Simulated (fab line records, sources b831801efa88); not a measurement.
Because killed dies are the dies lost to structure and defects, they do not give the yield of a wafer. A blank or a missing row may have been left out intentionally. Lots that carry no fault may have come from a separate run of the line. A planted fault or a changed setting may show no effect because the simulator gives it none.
Which tool did it? -- flow sky130 -- 12 lots with 36 wafers sampled at 5 steps, on a route of 708 steps

WHAT EACH GAUGE READ, for each wafer
SKY_VIA2_OVL_MEAS_13.
lot,measured,on,VIA2_OVL (nm)
L074,day 36 02:13,overlay-02,-6 -2 1
L077,day 37 19:10,overlay-01,-4 -4 -3
L079,day 41 01:22,overlay-02,13 3 2
L083,day 41 01:44,overlay-02,-7 -10 -7
L081,day 41 02:46,overlay-01,-6 -6 -10
L082,day 41 03:50,overlay-02,-1 -2 -3
L088,day 41 08:02,overlay-02,3 2 4
L089,day 41 10:02,overlay-01,1 10 4
L091,day 41 10:43,overlay-01,-2 3 -2
L093,day 41 19:13,overlay-01,-10 -8 -9
L095,day 42 00:23,overlay-01,-3 -9 -5
L097,day 42 23:47,overlay-01,-4 2 0

TOOL THAT RAN EACH LOT (tool first, then ch and the chambers of the sampled wafers, then the start)
lot,SKY_LI_CONTACT_CMP_24,SKY_CONTACT_STRIP_19,SKY_CONTACT_CVD_24,SKY_METAL2_SPUTTER_00
L074,"cmp-01 ch 0,1,3, day 28 23:53","plasma asher-04 ch 0,1, day 31 10:02","cvd w-01 ch 0,1, day 31 10:42","pvd sputter-01, day 33 20:52"
L077,"cmp-01 ch 0,1,2, day 30 19:38","plasma asher-01 ch 0,1, day 33 04:18","cvd w-01 ch 0, day 33 04:57","pvd sputter-04, day 35 13:19"
L079,"cmp-01 ch 1,2,3, day 34 06:43","plasma asher-03 ch 0,1, day 36 12:17","cvd w-01 ch 1, day 36 12:57","pvd sputter-01, day 38 22:17"
L083,"cmp-01 ch 1,2, day 34 09:02","plasma asher-03 ch 0,1, day 36 14:23","cvd w-01 ch 0, day 36 15:03","pvd sputter-04, day 38 22:37"
L081,"cmp-01 ch 0,2,3, day 34 10:07","plasma asher-04 ch 0,1, day 36 15:33","cvd w-02 ch 0,1, day 36 16:12","pvd sputter-03, day 38 23:55"
L082,"cmp-02 ch 0,2,3, day 34 12:05","plasma asher-03 ch 0,1, day 36 16:38","cvd w-02 ch 0,1, day 36 17:21","pvd sputter-04, day 39 00:13"
L088,"cmp-02 ch 0,1,2, day 34 17:14","plasma asher-03 ch 0,1, day 36 22:40","cvd w-02 ch 0,1, day 36 23:19","pvd sputter-04, day 39 05:05"
L089,"cmp-01 ch 1,2, day 34 19:23","plasma asher-03 ch 0,1, day 37 00:14","cvd w-01 ch 0,1, day 37 01:02","pvd sputter-01, day 39 06:41"
L091,"cmp-01 ch 0,1,3, day 34 20:29","plasma asher-03 ch 0,1, day 37 02:08","cvd w-01 ch 0,1, day 37 03:08","pvd sputter-01, day 39 08:11"
L093,"cmp-02 ch 0,2,3, day 35 06:11","plasma asher-03 ch 0,1, day 37 12:08","cvd w-02 ch 0,1, day 37 12:48","pvd sputter-01, day 39 18:14"
L095,"cmp-01 ch 0,1,2, day 35 12:14","plasma asher-03 ch 0,1, day 37 18:18","cvd w-02 ch 0,1, day 37 18:57","pvd sputter-03, day 39 23:04"
L097,"cmp-01 ch 2,3, day 36 09:31","plasma asher-03 ch 0,1, day 38 15:02","cvd w-01 ch 0,1, day 38 21:08","pvd sputter-01, day 41 00:20"
- SKY_LI_CONTACT_CMP_24: polishes, stops on PSG, t overpolish 20 s, target thk 0 nm.
- SKY_CONTACT_STRIP_19: strips in O2/N2.
- SKY_CONTACT_CVD_24: deposits W, target thk 340 nm, time 102.12 s.
- SKY_METAL2_SPUTTER_00: material Ti, target thk 15 nm, time 10 s.

THE ANSWER, worked out from the rows above alone
Rule: the usual values come from the lots themselves. Put in order of their means at a reading, lots are off if they are a third of the lots or fewer, leave a main group of 4 or more, and stand apart from it by a gap of 3 or more times the standard deviation of the main group's means; of several such gaps the widest counts. The tables above print the reading to a certain number of digits; a main group whose means all agree to those digits is not used. A lot without any number at a reading at which 4 lots or more have one is off too. Where the step has rows for the other lots, those lots are counted as sound.
No lot is off on any of the readings shown, so nothing can be concluded from this.

WHAT THE SIMULATOR HAD INSERTED
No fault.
